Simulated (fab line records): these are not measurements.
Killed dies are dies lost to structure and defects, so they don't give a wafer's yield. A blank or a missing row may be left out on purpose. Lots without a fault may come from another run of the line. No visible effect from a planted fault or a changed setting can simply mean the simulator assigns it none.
Which tool did it? | flow sky130 | Sampling: 14 lots, 42 wafers, 6 of 708 route steps

WHAT THE GAUGES SHOWED, per wafer
SKY_VIA1_CD_MEAS_12: target cd 150 nm.
lot  | measured     | on        | cd-nm (nm)
L745 | day 34 06:33 | cd-sem-02 | 147.6 150.0 150.0
L746 | day 34 09:17 | cd-sem-02 | 151.4 150.5 150.5
L748 | day 35 02:09 | cd-sem-02 | 149.8 148.3 150.5
L749 | day 35 08:34 | cd-sem-01 | 149.8 148.9 149.9
L750 | day 35 10:25 | cd-sem-02 | 152.9 151.5 151.2
L751 | day 36 09:28 | cd-sem-02 | 151.3 152.0 149.8
L753 | day 36 12:22 | cd-sem-02 | 149.0 149.0 150.1
L756 | day 37 10:33 | cd-sem-01 | 148.1 148.7 148.6
L758 | day 38 08:23 | cd-sem-02 | 149.9 150.3 151.2
L762 | day 39 08:32 | cd-sem-02 | 151.6 150.3 149.6
L765 | day 40 09:32 | cd-sem-02 | 148.4 148.9 149.4
L766 | day 40 12:15 | cd-sem-01 | 152.5 152.3 152.1
L767 | day 40 16:13 | cd-sem-01 | 150.3 149.6 147.8
L768 | day 41 09:59 | cd-sem-01 | 148.8 148.3 147.8

SKY_METAL2_RS_MEAS_05: a four-point-probe measurement.
lot  | measured     | on            | METAL2_ALCU_RS (ohm/sq)
L745 | day 34 08:23 | film-metro-03 | 0.1261 0.1279 0.1258
L746 | day 34 10:53 | film-metro-01 | 0.1241 0.1246 0.1247
L748 | day 35 03:48 | film-metro-04 | 0.1243 0.1266 0.1257
L749 | day 35 10:14 | film-metro-04 | 0.1259 0.1281 0.1265
L750 | day 35 12:02 | film-metro-01 | 0.1276 0.1261 0.1253
L751 | day 36 11:05 | film-metro-04 | 0.1279 0.1286 0.1271
L753 | day 36 13:59 | film-metro-03 | 0.1291 0.1269 0.1285
L756 | day 37 12:10 | film-metro-04 | 0.1270 0.1246 0.0867
L758 | day 38 10:00 | film-metro-03 | 0.1260 0.0870 0.1267
L762 | day 39 10:08 | film-metro-01 | 0.1258 0.1247 0.1253
L765 | day 40 11:09 | film-metro-03 | 0.1282 0.1236 0.1250
L766 | day 40 13:52 | film-metro-01 | 0.1253 0.1276 0.1256
L767 | day 40 17:50 | film-metro-04 | 0.1253 0.1290 0.1268
L768 | day 41 11:35 | film-metro-04 | 0.1271 0.1264 0.1270

SKY_METAL2_THK_MEAS_06: measures by xrf.
lot  | measured     | on            | METAL2_ALCU_THK (nm)
L745 | day 34 08:30 | film-metro-03 | 254.2 248.7 253.0
L746 | day 34 11:01 | film-metro-01 | 256.3 253.5 253.8
L748 | day 35 03:55 | film-metro-04 | 254.5 249.9 251.8
L749 | day 35 10:21 | film-metro-04 | 252.9 246.7 249.9
L750 | day 35 12:08 | film-metro-01 | 249.4 254.1 252.3
L751 | day 36 11:11 | film-metro-04 | 248.3 245.7 247.7
L753 | day 36 14:05 | film-metro-03 | 247.5 251.4 248.4
L756 | day 37 12:16 | film-metro-04 | 251.1 257.6 364.1
L758 | day 38 10:07 | film-metro-03 | 254.2 361.4 252.2
L762 | day 39 10:16 | film-metro-01 | 252.4 255.8 252.2
L765 | day 40 11:16 | film-metro-03 | 245.1 254.9 252.8
L766 | day 40 13:58 | film-metro-01 | 254.2 251.4 255.6
L767 | day 40 17:56 | film-metro-04 | 255.1 247.5 250.0
L768 | day 41 11:43 | film-metro-04 | 248.5 250.4 249.6

WHICH TOOL RAN EACH LOT (tool, then ch and the chambers of the sampled wafers, then the start)
lot  | SKY_CONTACT_SPUTTER_23       | SKY_VIA1_SPUTTER_20          | SKY_METAL2_SPUTTER_02
L745 | pvd-sputter-03, day 31 22:31 | pvd-sputter-02, day 34 07:22 | pvd-sputter-03, day 34 08:17
L746 | pvd-sputter-01, day 32 00:32 | pvd-sputter-04, day 34 10:07 | pvd-sputter-01, day 34 10:48
L748 | pvd-sputter-04, day 32 18:32 | pvd-sputter-04, day 35 03:01 | pvd-sputter-01, day 35 03:41
L749 | pvd-sputter-04, day 33 00:59 | pvd-sputter-04, day 35 09:27 | pvd-sputter-03, day 35 10:08
L750 | pvd-sputter-03, day 33 02:31 | pvd-sputter-04, day 35 11:13 | pvd-sputter-02, day 35 11:54
L751 | pvd-sputter-04, day 34 03:40 | pvd-sputter-04, day 36 10:16 | pvd-sputter-03, day 36 10:57
L753 | pvd-sputter-03, day 34 05:06 | pvd-sputter-04, day 36 13:10 | pvd-sputter-02, day 36 13:51
L756 | pvd-sputter-03, day 35 03:10 | pvd-sputter-04, day 37 11:22 | pvd-sputter-02, day 37 12:03
L758 | pvd-sputter-04, day 36 02:21 | pvd-sputter-03, day 38 09:13 | pvd-sputter-02, day 38 09:54
L762 | pvd-sputter-01, day 37 02:10 | pvd-sputter-02, day 39 09:22 | pvd-sputter-03, day 39 10:03
L765 | pvd-sputter-03, day 38 04:30 | pvd-sputter-03, day 40 10:22 | pvd-sputter-01, day 40 11:02
L766 | pvd-sputter-03, day 38 07:56 | pvd-sputter-02, day 40 13:04 | pvd-sputter-01, day 40 13:45
L767 | pvd-sputter-01, day 38 11:58 | pvd-sputter-02, day 40 17:01 | pvd-sputter-03, day 40 17:42
L768 | pvd-sputter-01, day 39 06:23 | pvd-sputter-03, day 41 10:49 | pvd-sputter-01, day 41 11:30
- SKY_CONTACT_SPUTTER_23: material TiN, target thk 20 nm, time 80 s.
- SKY_VIA1_SPUTTER_20: material TiN, target thk 20 nm, time 80 s.
- SKY_METAL2_SPUTTER_02: material AlCu, target thk 250 nm, time 13.3 s.

WHAT THE TOOLS THEMSELVES READ (means of the sampled wafers that have a number; where no wafer has one, the mark that the record gives instead)
SKY_CONTACT_SPUTTER_23.
lot  | tool           | throttle-valve-pct (%)
L745 | pvd-sputter-03 | 29.2
L746 | pvd-sputter-01 | 31.3
L748 | pvd-sputter-04 | 29.3
L749 | pvd-sputter-04 | 30.9
L750 | pvd-sputter-03 | 29.2
L751 | pvd-sputter-04 | 29.7
L753 | pvd-sputter-03 | 29.4
L756 | pvd-sputter-03 | 29.3
L758 | pvd-sputter-04 | 31.4
L762 | pvd-sputter-01 | 31.4
L765 | pvd-sputter-03 | 29.3
L766 | pvd-sputter-03 | 29.5
L767 | pvd-sputter-01 | 31.6
L768 | pvd-sputter-01 | 31.1

SKY_VIA1_SPUTTER_20.
lot  | tool           | throttle-valve-pct (%)
L745 | pvd-sputter-02 | 29.0
L746 | pvd-sputter-04 | 29.1
L748 | pvd-sputter-04 | 29.0
L749 | pvd-sputter-04 | 31.2
L750 | pvd-sputter-04 | 30.1
L751 | pvd-sputter-04 | 30.0
L753 | pvd-sputter-04 | 29.8
L756 | pvd-sputter-04 | 30.2
L758 | pvd-sputter-03 | 29.9
L762 | pvd-sputter-02 | 29.9
L765 | pvd-sputter-03 | 28.8
L766 | pvd-sputter-02 | 28.9
L767 | pvd-sputter-02 | 28.8
L768 | pvd-sputter-03 | 29.4

SKY_METAL2_SPUTTER_02.
lot  | tool           | throttle-valve-pct (%)
L745 | pvd-sputter-03 | 29.3
L746 | pvd-sputter-01 | 32.1
L748 | pvd-sputter-01 | 32.2
L749 | pvd-sputter-03 | 29.5
L750 | pvd-sputter-02 | 28.6
L751 | pvd-sputter-03 | 29.5
L753 | pvd-sputter-02 | 29.5
L756 | pvd-sputter-02 | 29.1
L758 | pvd-sputter-02 | 29.1
L762 | pvd-sputter-03 | 29.7
L765 | pvd-sputter-01 | 32.0
L766 | pvd-sputter-01 | 31.5
L767 | pvd-sputter-03 | 28.9
L768 | pvd-sputter-01 | 31.4

THE ANSWER, worked out from the rows above alone
Rule: what is usual is taken from the lots themselves. Put in order of their means at a reading, lots are off if they are a third of the lots or fewer, leave a main group of 4 or more, and stand apart from it by a gap of 3 or more times the standard deviation of the main group's means; of several such gaps the widest counts. A main group whose means are all the same, to the digits that the tables above print for the reading, isn't used. A lot without any number at a reading at which 4 lots or more have one is off too. Any other lot the step has rows for is counted as sound. The gauges are gone through in route order, then the tools' own readings, and for those a lot's mean is taken as printed above. At the first step where some lot is off, the reading lying furthest off is the one used; lots without a number count as furthest.
Off: L756, L758, seen at SKY_METAL2_RS_MEAS_05 (METAL2_ALCU_RS). The main group has a mean of 0.1264 ohm/sq with a standard deviation of 0.001.
If a tool, at a process step before that reading, ran all the lots that are off and no sound lot after the first of them, it fits. Gauges at SKY_METAL2_RS_MEAS_05: tried the same way as those tools. One fits: pvd-sputter-02 at SKY_METAL2_SPUTTER_02. Its last sound lot is L753 (day 36 13:51), its first lot that is off L756 (day 37 12:03): a fault that began between those two fits.

WHAT THE SIMULATOR HAD PUT IN
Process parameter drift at SKY_METAL2_SPUTTER_02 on pvd-sputter-02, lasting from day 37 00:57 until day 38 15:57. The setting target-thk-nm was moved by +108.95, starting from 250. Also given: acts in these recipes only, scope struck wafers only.
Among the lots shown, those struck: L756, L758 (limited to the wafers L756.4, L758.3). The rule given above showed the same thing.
